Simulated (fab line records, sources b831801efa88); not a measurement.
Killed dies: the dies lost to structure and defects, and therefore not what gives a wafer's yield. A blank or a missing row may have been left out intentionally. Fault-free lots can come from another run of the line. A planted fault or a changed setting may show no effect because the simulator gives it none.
Chamber matching | flow sky130 | 4 sister chambers for SKY_VIA1_ETCH_14 on rie-diel-04
The step etches BARC in N2/H2, stops on SiO2, time 45.9 s, target depth 60 nm. 14 wafers are shown with their chamber, then 7 later ones without.

## WAFERS PAIRED WITH THEIR CHAMBERS
wafer  | chamber | drypump-motor-current-A (A) | rf-fwd-power-W (W) | oes-product-au (a.u.)
L078.2 | 2       | 5.7                         | 495.0              | 0.864
L078.4 | 3       | 6.6                         | 496.1              | 0.854
L078.5 | 2       | 5.7                         | 494.6              | 0.867
L080.3 | 3       | 6.6                         | 496.4              | 0.855
L080.5 | 2       | 5.7                         | 493.0              | 0.860
L080.6 | 3       | 6.6                         | 497.5              | 0.854
L086.2 | 3       | 6.6                         | 498.3              | 0.864
L086.4 | 0       | 5.5                         | 491.5              | 0.849
L086.6 | 2       | 5.7                         | 494.0              | 0.853
L089.2 | 2       | 5.6                         | 496.5              | 0.862
L089.3 | 1       | 5.9                         | 492.8              | 0.848
L089.5 | 3       | 6.6                         | 496.4              | 0.850
L093.1 | 2       | 5.6                         | 492.8              | 0.853
L093.2 | 3       | 6.6                         | 495.5              | 0.858

SIGNATURES (means of the wafers above)
reading                 | chamber 0 | chamber 1 | chamber 2 | chamber 3 | scatter within a chamber
drypump-motor-current-A | 5.500     | 5.900     | 5.667     | 6.600     | 0.0365
rf-fwd-power-W          | 491.500   | 492.800   | 494.317   | 496.700   | 1.21
oes-product-au          | 0.84900   | 0.84800   | 0.85983   | 0.85583   | 0.00529
Rule: for each reading, subtract the chamber's mean from the wafer's reading, divide by that reading's scatter and square the result; add these up over the readings and take the root, which gives the wafer's distance from the chamber. If the next closest chamber is less than 2 further off than the closest, the wafer can't be placed; otherwise it belongs to the closest. How the scatter is found: for the shown wafers, subtract from each reading the mean of its chamber, square and add these, divide the total by (wafers less chambers), then take the root.

## WAFERS MISSING THEIR CHAMBER
wafer  | drypump-motor-current-A (A) | rf-fwd-power-W (W) | oes-product-au (a.u.)
L093.3 | 5.6                         | 493.3              | 0.855
L094.1 | 5.5                         | 490.1              | 0.856
L094.2 | 6.6                         | 497.2              | 0.858
L094.3 | 5.7                         | 492.3              | 0.856
L096.1 | 5.5                         | 493.5              | 0.846
L096.3 | 6.6                         | 497.2              | 0.858
L096.4 | 5.7                         | 493.2              | 0.862

## EACH ONE'S CHAMBER
wafer  | from the rows above     | in truth
L093.3 | can't be placed: 2 or 0 | 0
L094.1 | 0                       | 0
L094.2 | 3                       | 3
L094.3 | 2                       | 2
L096.1 | 0                       | 0
L096.3 | 3                       | 3
L096.4 | 2                       | 2
Correct placement for 6 of the 7. Can't be placed from these rows: 1 (the true chamber is among the candidates in 1). 0 placed wrongly.
